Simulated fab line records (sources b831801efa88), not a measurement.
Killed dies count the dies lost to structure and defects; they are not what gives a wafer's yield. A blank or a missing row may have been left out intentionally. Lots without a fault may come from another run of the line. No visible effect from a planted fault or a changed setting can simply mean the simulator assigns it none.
Which tool was responsible? -- flow sky130 -- 10 lots with 30 wafers sampled at 7 steps, on a route of 708 steps

== WHAT THE GAUGES SHOWED, per wafer ==
SKY_VIA3_OVL_MEAS_13. Usual: VIA3_OVL gives -1 nm (standard deviation 5.5).
lot,measured,on,VIA3_OVL (nm),flag
L250,day 39 17:45,overlay-01,0 -2 3,
L251,day 40 02:34,overlay-01,-1 -9 -3,
L253,day 40 14:54,overlay-01,1 -6 -1,
L254,day 41 03:27,overlay-01,-9 -8 2,
L255,day 41 14:36,overlay-02,6 1 0,
L256,day 41 17:12,overlay-02,-4 -10 -8,
L262,day 43 12:26,overlay-02,7 -3 3,
L265,day 44 13:05,overlay-02,6 2 5,
L266,day 45 02:12,overlay-02,2 0 5,
L271,day 45 23:08,overlay-02,-2 -5 -3,

SKY_VIA3_RS_MEAS_22: measures by four-point-probe. Usual: VIA3_W_RS gives 0.296 ohm/sq (standard deviation 0.004).
lot,measured,on,VIA3_W_RS (ohm/sq),flag
L250,day 39 18:43,filmMetro-03,0.301 0.296 0.297,
L251,day 40 03:30,filmMetro-01,0.297 0.292 0.295,
L253,day 40 15:50,filmMetro-02,0.291 0.298 0.294,
L254,day 41 04:23,filmMetro-01,0.298 0.290 0.296,
L255,day 41 15:32,filmMetro-02,0.290 0.298 0.294,
L256,day 41 18:08,filmMetro-02,0.297 0.299 0.307,
L262,day 43 13:22,filmMetro-03,1.107 1.097 1.124,OFF
L265,day 44 14:01,filmMetro-02,0.295 0.288 0.298,
L266,day 45 03:14,filmMetro-03,1.079 1.099 1.138,OFF
L271,day 46 00:32,filmMetro-03,0.290 0.295 0.294,

SKY_VIA3_THK_MEAS_23: measures by xrf. Usual: VIA3_W_THK gives 376 nm (standard deviation 7.4).
lot,measured,on,VIA3_W_THK (nm),flag
L250,day 39 18:50,filmMetro-03,364 369 366,
L251,day 40 03:37,filmMetro-01,371 378 376,
L253,day 40 15:56,filmMetro-02,379 372 377,
L254,day 41 04:29,filmMetro-01,379 390 380,
L255,day 41 15:38,filmMetro-02,379 373 376,
L256,day 41 18:14,filmMetro-02,369 371 362,
L262,day 43 13:28,filmMetro-03,104 105 103,OFF
L265,day 44 14:07,filmMetro-02,377 389 373,
L266,day 45 03:21,filmMetro-03,108 106 102,OFF
L271,day 46 00:39,filmMetro-03,381 374 375,

SKY_CAP2M_RS_MEAS_03: measures by four-point-probe. Usual: CAP2M_TIN_RS gives 6.91 ohm/sq (standard deviation 0.075).
lot,measured,on,CAP2M_TIN_RS (ohm/sq),flag
L250,day 39 19:33,filmMetro-01,6.94 7.02 6.97,
L251,day 40 04:32,filmMetro-02,6.87 6.85 6.87,
L253,day 40 16:39,filmMetro-04,6.87 6.80 6.83,
L254,day 41 05:13,filmMetro-02,6.96 6.90 6.95,
L255,day 41 16:21,filmMetro-04,6.86 6.92 6.92,
L256,day 41 18:57,filmMetro-02,6.82 6.78 6.78,
L262,day 43 14:11,filmMetro-04,6.85 6.81 6.88,
L265,day 44 14:52,filmMetro-02,6.95 6.93 6.98,
L266,day 45 04:04,filmMetro-02,6.92 6.99 7.00,
L271,day 46 01:21,filmMetro-02,6.84 6.94 7.01,

== WHAT TOOL EACH LOT RAN ON (gives the tool, then ch and the chambers of the sampled wafers, and finally the start) ==
lot,SKY_VIA3_CVD_21,SKY_VIA3_CMP_24,SKY_METAL4_SPUTTER_04
L250,"cvdW-02 ch 0,1, day 39 18:35","cmp-01 ch 2,3, day 39 18:56","pvdSputter-04, day 39 19:17"
L251,"cvdW-02 ch 0,1, day 40 03:22","cmp-01 ch 0,1, day 40 03:55","pvdSputter-04, day 40 04:17"
L253,"cvdW-02 ch 0,1, day 40 15:41","cmp-01 ch 2,3, day 40 15:59","pvdSputter-04, day 40 16:23"
L254,"cvdW-01 ch 0,1, day 41 04:14","cmp-02 ch 0,2,3, day 41 04:32","pvdSputter-04, day 41 04:57"
L255,"cvdW-01 ch 0,1, day 41 15:23","cmp-01 ch 0,1, day 41 15:41","pvdSputter-03, day 41 16:05"
L256,"cvdW-02 ch 0,1, day 41 17:59","cmp-02 ch 0,2,3, day 41 18:23","pvdSputter-02, day 41 18:41"
L262,"cvdW-02 ch 0,1, day 43 13:14","cmp-02 ch 0,1, day 43 13:31","pvdSputter-04, day 43 13:55"
L265,"cvdW-01 ch 0,1, day 44 13:54","cmp-02 ch 0,3, day 44 14:13","pvdSputter-03, day 44 14:35"
L266,"cvdW-02 ch 0,1, day 45 03:05","cmp-01 ch 0,3, day 45 03:24","pvdSputter-02, day 45 03:48"
L271,"cvdW-01 ch 0,1, day 46 00:24","cmp-02 ch 2,3, day 46 00:43","pvdSputter-02, day 46 01:07"
- SKY_VIA3_CVD_21: deposits W, target thk 390 nm, time 117.31 s.
- SKY_VIA3_CMP_24: polishes, stops on SiO2, t overpolish 20 s, target thk 0 nm.
- SKY_METAL4_SPUTTER_04: material TiN, target thk 70 nm, time 58.3 s.

== WHAT THE TOOLS THEMSELVES READ (means of the sampled wafers that have a number; where no wafer has one, the mark that the record gives instead) ==
SKY_VIA3_CVD_21. Usual: heaterPowerW 841 W, standard deviation 57; susceptorTempC 400.03 C, standard deviation 0.23.
lot,tool,heaterPowerW (W),susceptorTempC (C),flag
L250,cvdW-02,822,399.69,
L251,cvdW-02,820,400.00,
L253,cvdW-02,826,399.94,
L254,cvdW-01,865,400.31,
L255,cvdW-01,883,400.28,
L256,cvdW-02,812,399.82,
L262,cvdW-02,799,399.97,
L265,cvdW-01,901,400.05,
L266,cvdW-02,816,399.83,
L271,cvdW-01,902,400.11,

SKY_VIA3_CMP_24. Usual: motorCurrentA 10.9 A, standard deviation 0.87; retainingRingPressureFrac 1.000, standard deviation 0.0051; timeToEndpointS 96 s, standard deviation 5.4.
lot,tool,motorCurrentA (A),retainingRingPressureFrac,timeToEndpointS (s),flag
L250,cmp-01,11.6,0.997,89,
L251,cmp-01,10.7,1.002,93,
L253,cmp-01,12.3,0.996,90,
L254,cmp-02,10.4,1.000,103,
L255,cmp-01,10.6,1.005,98,
L256,cmp-02,10.3,0.995,97,
L262,cmp-02,11.2,1.001,28,OFF
L265,cmp-02,10.7,1.002,94,
L266,cmp-01,11.3,1.004,28,OFF
L271,cmp-02,10.4,0.997,96,

SKY_METAL4_SPUTTER_04. Usual: throttleValvePct at 30.0 %, with a standard deviation of 1.5.
lot,tool,throttleValvePct (%),flag
L250,pvdSputter-04,29.1,
L251,pvdSputter-04,29.2,
L253,pvdSputter-04,30.0,
L254,pvdSputter-04,28.9,
L255,pvdSputter-03,30.6,
L256,pvdSputter-02,31.4,
L262,pvdSputter-04,29.1,
L265,pvdSputter-03,29.2,
L266,pvdSputter-02,30.6,
L271,pvdSputter-02,32.3,

== THE ANSWER, worked out from the rows above alone ==
Rule: a lot is off if the mean of its wafers that have a number lies more than 3 standard deviations from the usual mean. A lot without any number at a reading at which 4 lots or more have one is off too. The other lots that the step has rows for count as sound. The gauges are gone through in route order, then the tools' own readings, and for those a lot's mean is taken as printed above. At the first step where some lot is off, the reading lying furthest off is the one used; lots without a number count as furthest.
Off: L262, L266, seen at SKY_VIA3_RS_MEAS_22 (VIA3_W_RS).
If a tool, at a process step before that reading, ran all the lots that are off and no sound lot after the first of them, it fits. Not tried: the gauges at SKY_VIA3_RS_MEAS_22; whatever is off there is also off at SKY_VIA3_CMP_24, on other tools, and gauge error can't account for it. One fits: cvdW-02 at SKY_VIA3_CVD_21. A fault onset in the window from L256 (day 41 17:59, its last sound lot) to L262 (day 43 13:14, its first lot off) fits.

== WHAT THE SIMULATOR PUT IN ==
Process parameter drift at SKY_VIA3_CVD_21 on cvdW-02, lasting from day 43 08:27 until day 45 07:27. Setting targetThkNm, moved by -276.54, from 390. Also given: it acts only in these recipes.
Shown lots that were struck: L262, L266. The rule above found the same.
